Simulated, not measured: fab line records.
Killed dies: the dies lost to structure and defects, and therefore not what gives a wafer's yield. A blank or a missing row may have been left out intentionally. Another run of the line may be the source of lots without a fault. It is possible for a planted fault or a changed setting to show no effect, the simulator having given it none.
Which of the tools did it?    flow sky130    Sampling: 7 lots, 21 wafers, 4 of 708 route steps

## WHAT THE GAUGES READ, wafer by wafer
SKY_VIA2_BOW_MEAS_03.
lot   measured      on             VIA2_BOW (um)
L992  day 35 20:47  film-metro-04  84 86 94
L996  day 36 19:02  film-metro-02  80 93 81
L998  day 37 10:48  film-metro-04  84 88 93
L100  day 38 01:54  film-metro-02  96 90 95
L106  day 39 17:33  film-metro-02  85 88 87
L110  day 41 06:02  film-metro-04  94 88 89
L113  day 42 04:28  film-metro-04  69 83 89

## WHAT TOOL EACH LOT RAN ON (gives the tool, then ch and the chambers of the sampled wafers, and finally the start)
lot   SKY_VT_ADJUST_HVTP_EXPOSE_04         SKY_METAL1_DESCUM_17               SKY_VIA1_ETCH_15
L992  iline-stepper-02 ch 0, day 6 00:55   rie-metal-02 ch 0,1, day 33 13:15  rie-diel-02 ch 2,3, day 34 16:59
L996  iline-stepper-01 ch 0, day 6 22:14   rie-metal-04 ch 0,1, day 34 11:44  rie-diel-03 ch 0,3, day 35 13:47
L998  iline-stepper-02, day 7 12:05        rie-metal-04 ch 0,1, day 35 02:53  rie-diel-04 ch 1,2,3, day 36 05:53
L100  iline-stepper-02, day 8 01:11        rie-metal-02 ch 0,1, day 35 17:44  rie-diel-02 ch 0,3, day 36 21:11
L106  iline-stepper-02 ch 0, day 9 14:08   rie-metal-03 ch 0,1, day 37 10:54  rie-diel-02 ch 0,2,3, day 38 14:08
L110  iline-stepper-01 ch 0, day 10 19:22  rie-metal-04 ch 0,1, day 39 00:58  rie-diel-03 ch 0,2,3, day 40 03:17
L113  iline-stepper-01 ch 0, day 11 09:44  rie-metal-02 ch 0,1, day 40 00:29  rie-diel-03 ch 0,2, day 41 01:59
- SKY_VT_ADJUST_HVTP_EXPOSE_04: exposes mask HVTPM, target cd 380 nm.
- SKY_METAL1_DESCUM_17: chemistry O2, time 8 s.
- SKY_VIA1_ETCH_15: etches SiO2 in C4F8/O2/Ar, stops on TiN, target depth 351 nm, time 54 s.

## THE ANSWER, worked out from the rows above alone
Rule: usual is defined by the lots themselves. Put in order of their means at a reading, lots are off if they are a third of the lots or fewer, leave a main group of 4 or more, and stand apart from it by a gap of 3 or more times the standard deviation of the main group's means; of several such gaps the widest counts. A main group whose means are all the same, to the digits that the tables above print for the reading, isn't used. Also off: a lot with no number at a reading for which 4 or more lots have one. The other lots that the step has rows for count as sound.
None of the lots is off at any reading shown; this tells nothing.

## WHAT THE SIMULATOR HAD INSERTED
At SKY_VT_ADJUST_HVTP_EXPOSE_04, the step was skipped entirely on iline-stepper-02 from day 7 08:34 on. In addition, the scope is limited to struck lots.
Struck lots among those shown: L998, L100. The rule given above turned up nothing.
